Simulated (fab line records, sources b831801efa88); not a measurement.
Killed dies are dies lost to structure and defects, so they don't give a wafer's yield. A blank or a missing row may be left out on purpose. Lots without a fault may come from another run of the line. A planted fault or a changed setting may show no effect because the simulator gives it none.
Which tool did it? | flow sky130 | 13 lots, 39 wafers sampled, at 2 steps of a route of 708

WHAT THE GAUGES READ, wafer by wafer
SKY_VIA3_THK_MEAS_01. Usual: VIA3_HDPCVD_THK 1642 nm, standard deviation 15.
lot  | measured     | on            | VIA3_HDPCVD_THK (nm) | flag
L916 | day 39 01:32 | film_metro-04 | 1639 1641 1625       |
L917 | day 39 03:04 | film_metro-02 | 1629 1646 1647       |
L918 | day 39 16:11 | film_metro-01 | 1649 1645 1665       |
L919 | day 40 17:13 | film_metro-01 | 1604 1639 1617       |
L921 | day 40 20:33 | film_metro-01 | 1628 1646 1653       |
L924 | day 41 10:17 | film_metro-02 | 1632 1593 1609       |
L929 | day 42 18:32 | film_metro-01 | 1643 1654 1666       |
L931 | day 43 18:20 | film_metro-01 | 1639 1655 1672       |
L932 | day 43 22:45 | film_metro-01 | 1664 1634 1653       |
L933 | day 44 02:36 | film_metro-01 | 1646 1640 1648       |
L934 | day 44 03:38 | film_metro-04 | 1628 1654 1638       |
L936 | day 44 16:54 | film_metro-01 | 1627 1605 1618       |
L937 | day 46 13:40 | film_metro-01 | 1651 1635 1649       |

WHICH TOOL RAN EACH LOT (tool, then ch and the chambers of the sampled wafers, then the start)
lot  | SKY_LDD_N_STRIP_16
L916 | plasma_asher-04 ch 0,1, day 18 03:05
L917 | plasma_asher-04 ch 0,1, day 18 06:42
L918 | plasma_asher-04 ch 0,1, day 18 20:23
L919 | plasma_asher-04 ch 0,1, day 19 10:35
L921 | plasma_asher-04 ch 0,1, day 20 09:28
L924 | plasma_asher-02 ch 0,1, day 21 02:45
L929 | plasma_asher-03 ch 0,1, day 22 18:45
L931 | plasma_asher-04 ch 0,1, day 24 03:46
L932 | plasma_asher-02 ch 0,1, day 24 08:48
L933 | plasma_asher-02 ch 1, day 24 17:24
L934 | plasma_asher-02 ch 0, day 24 18:31
L936 | plasma_asher-03 ch 0,1, day 25 10:03
L937 | plasma_asher-04 ch 0,1, day 28 00:09
- SKY_LDD_N_STRIP_16: strips in O2/N2.

WHAT THE TOOLS THEMSELVES READ (means of the sampled wafers that have a number; where no wafer has one, the mark that the record gives instead)
SKY_LDD_N_STRIP_16. Usual: drypump_motor_current_A 5.9 A, standard deviation 0.46; oes_product_au 0.409 a.u., standard deviation 0.0048; strip_time_to_endpoint_s 4.376 s, standard deviation 0.015.
lot  | tool            | drypump_motor_current_A (A) | oes_product_au (a.u.) | strip_time_to_endpoint_s (s) | flag
L916 | plasma_asher-04 | 5.3                         | 0.416                 | 4.380                        |
L917 | plasma_asher-04 | 5.2                         | 0.409                 | 4.360                        |
L918 | plasma_asher-04 | 5.3                         | 0.410                 | 4.374                        |
L919 | plasma_asher-04 | 5.4                         | 0.404                 | 4.351                        |
L921 | plasma_asher-04 | 5.3                         | 0.408                 | 4.374                        |
L924 | plasma_asher-02 | 6.1                         | 0.408                 | 4.390                        |
L929 | plasma_asher-03 | 5.7                         | 0.410                 | 4.362                        |
L931 | plasma_asher-04 | 5.4                         | 0.413                 | 4.379                        |
L932 | plasma_asher-02 | 6.2                         | 0.407                 | 4.390                        |
L933 | plasma_asher-02 | 6.2                         | 0.409                 | 4.377                        |
L934 | plasma_asher-02 | 6.1                         | 0.408                 | 4.390                        |
L936 | plasma_asher-03 | 6.1                         | 0.410                 | 4.374                        |
L937 | plasma_asher-04 | 5.4                         | 0.415                 | 4.374                        |

THE ANSWER, worked out from the rows above alone
Rule: a lot is off if the mean of its wafers that have a number lies more than 3 standard deviations from the usual mean. A lot without any number at a reading at which 4 lots or more have one is off too. The other lots that the step has rows for count as sound. The gauges are gone through in route order, then the tools' own readings, and for those a lot's mean is taken as printed above. The first step at which some lot is off is used, and at that step the reading that is off furthest; a lot without a number counts as furthest.
No lot is off at any reading shown: from this, nothing can be told.

WHAT THE SIMULATOR HAD PUT IN
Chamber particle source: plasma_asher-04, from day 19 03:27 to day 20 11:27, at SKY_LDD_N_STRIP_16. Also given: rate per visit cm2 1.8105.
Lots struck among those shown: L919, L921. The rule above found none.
